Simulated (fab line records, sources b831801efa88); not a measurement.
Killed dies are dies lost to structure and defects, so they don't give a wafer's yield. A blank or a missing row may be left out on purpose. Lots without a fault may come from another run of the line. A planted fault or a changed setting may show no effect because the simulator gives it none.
Which tool did it? | flow sky130 | 6 lots, 18 wafers sampled, at 2 steps of a route of 708

WHAT THE GAUGES READ, wafer by wafer
SKY_GATE_OXIDE_OVL_MEAS_10.
lot  | measured     | on         | GATE_OXIDE_OVL (nm)
L423 | day 15 17:26 | overlay-02 | 0.3 -1.2 0.2
L425 | day 16 01:09 | overlay-01 | 1.2 3.2 1.4
L427 | day 17 05:30 | overlay-01 | 0.2 0.2 0.5
L428 | day 17 04:30 | overlay-01 | 0.1 0.1 -1.6
L434 | day 19 17:26 | overlay-01 | - - -
L437 | day 20 20:59 | overlay-01 | 0.9 1.3 1.9

WHICH TOOL RAN EACH LOT (tool, then ch and the chambers of the sampled wafers, then the start)
lot  | SKY_GATE_OXIDE_EXPOSE_07
L423 | iline_stepper-01 ch 0, day 15 03:05
L425 | iline_stepper-02 ch 0, day 15 11:52
L427 | iline_stepper-02 ch 0, day 16 15:36
L428 | iline_stepper-02 ch 0, day 16 15:01
L434 | iline_stepper-01 ch 0, day 19 00:55
L437 | iline_stepper-01 ch 0, day 20 05:47
- SKY_GATE_OXIDE_EXPOSE_07: exposes mask LVOM, target cd 600 nm.

THE ANSWER, worked out from the rows above alone
Rule: what is usual is taken from the lots themselves. Put in order of their means at a reading, lots are off if they are a third of the lots or fewer, leave a main group of 4 or more, and stand apart from it by a gap of 3 or more times the standard deviation of the main group's means; of several such gaps the widest counts. A main group whose means are all the same, to the digits that the tables above print for the reading, isn't used. A lot without any number at a reading at which 4 lots or more have one is off too. The other lots that the step has rows for count as sound.
Off: L434, at SKY_GATE_OXIDE_OVL_MEAS_10 (GATE_OXIDE_OVL). Without a number there: L434. The main group: mean 0.6 nm, standard deviation 0.93.
A tool fits if, at a process step before that reading, it ran every lot that is off, and no sound lot after the first of them. The gauges at SKY_GATE_OXIDE_OVL_MEAS_10 are tried like those tools. None of those tried fits.

WHAT THE SIMULATOR HAD PUT IN
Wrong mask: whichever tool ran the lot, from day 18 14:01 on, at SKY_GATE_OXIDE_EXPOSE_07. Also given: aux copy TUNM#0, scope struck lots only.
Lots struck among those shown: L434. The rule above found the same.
